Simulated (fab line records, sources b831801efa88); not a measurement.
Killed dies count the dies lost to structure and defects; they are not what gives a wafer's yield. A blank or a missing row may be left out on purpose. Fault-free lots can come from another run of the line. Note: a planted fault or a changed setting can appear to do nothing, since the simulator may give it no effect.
Which tool was responsible?	flow gf180mcu	Sampling: 11 lots, 33 wafers, 2 of 602 route steps

WHAT THE GAUGES READ, wafer by wafer
GF_M2_RS_MEAS_05: uses a four-point probe to measure.
lot	measured	on	M2_ALCU_RS (ohm/sq)
L101	day 18 12:32	filmMetro-02	0.0689 0.0681 0.0692
L103	day 19 11:18	filmMetro-02	0.0692 0.0688 0.0709
L105	day 20 06:44	filmMetro-03	0.0699 0.0703 0.0706
L107	day 21 04:07	filmMetro-01	0.0695 0.0686 0.0687
L108	day 21 04:29	filmMetro-02	0.0707 0.0681 0.0688
L109	day 21 19:38	filmMetro-01	0.0698 0.0686 0.0686
L114	day 23 11:52	filmMetro-02	0.0703 0.0695 0.0701
L116	day 23 22:38	filmMetro-03	0.0690 0.0695 0.0696
L121	day 25 16:17	filmMetro-01	0.0696 0.0683 0.0684
L122	day 25 19:40	filmMetro-02	0.0696 0.0689 0.0693
L123	day 26 10:14	filmMetro-01	0.0695 0.0691 0.0696

TOOL THAT RAN EACH LOT (tool first, then ch and the chambers of the sampled wafers, then the start)
lot	GF_M2_SPUTTER_01
L101	pvdSputter-02, day 18 12:24
L103	pvdSputter-01, day 19 11:08
L105	pvdSputter-03, day 20 06:37
L107	pvdSputter-02, day 21 03:59
L108	pvdSputter-01, day 21 04:22
L109	pvdSputter-02, day 21 19:28
L114	pvdSputter-01, day 23 11:44
L116	pvdSputter-02, day 23 22:29
L121	pvdSputter-03, day 25 16:10
L122	pvdSputter-01, day 25 19:31
L123	pvdSputter-02, day 26 10:07
- GF_M2_SPUTTER_01: material TiN, target thk 30 nm, time 25 s.

THE ANSWER, worked out from the rows above alone
Rule: what is usual is taken from the lots themselves. The widest of any qualifying gaps counts: lots, ordered by their means at a reading, are off when they make up no more than a third of the lots, leave a main group of 4 or more, and stand apart from it by 3 or more times the standard deviation of that group's means. A main group is skipped when, at the precision printed for the reading in the tables above, its means are all equal. A lot without any number at a reading at which 4 lots or more have one is off too. All remaining lots with rows at the step are treated as sound.
Across all readings shown, no lot is off: no conclusion can be drawn from this.

WHAT THE SIMULATOR HAD PUT IN
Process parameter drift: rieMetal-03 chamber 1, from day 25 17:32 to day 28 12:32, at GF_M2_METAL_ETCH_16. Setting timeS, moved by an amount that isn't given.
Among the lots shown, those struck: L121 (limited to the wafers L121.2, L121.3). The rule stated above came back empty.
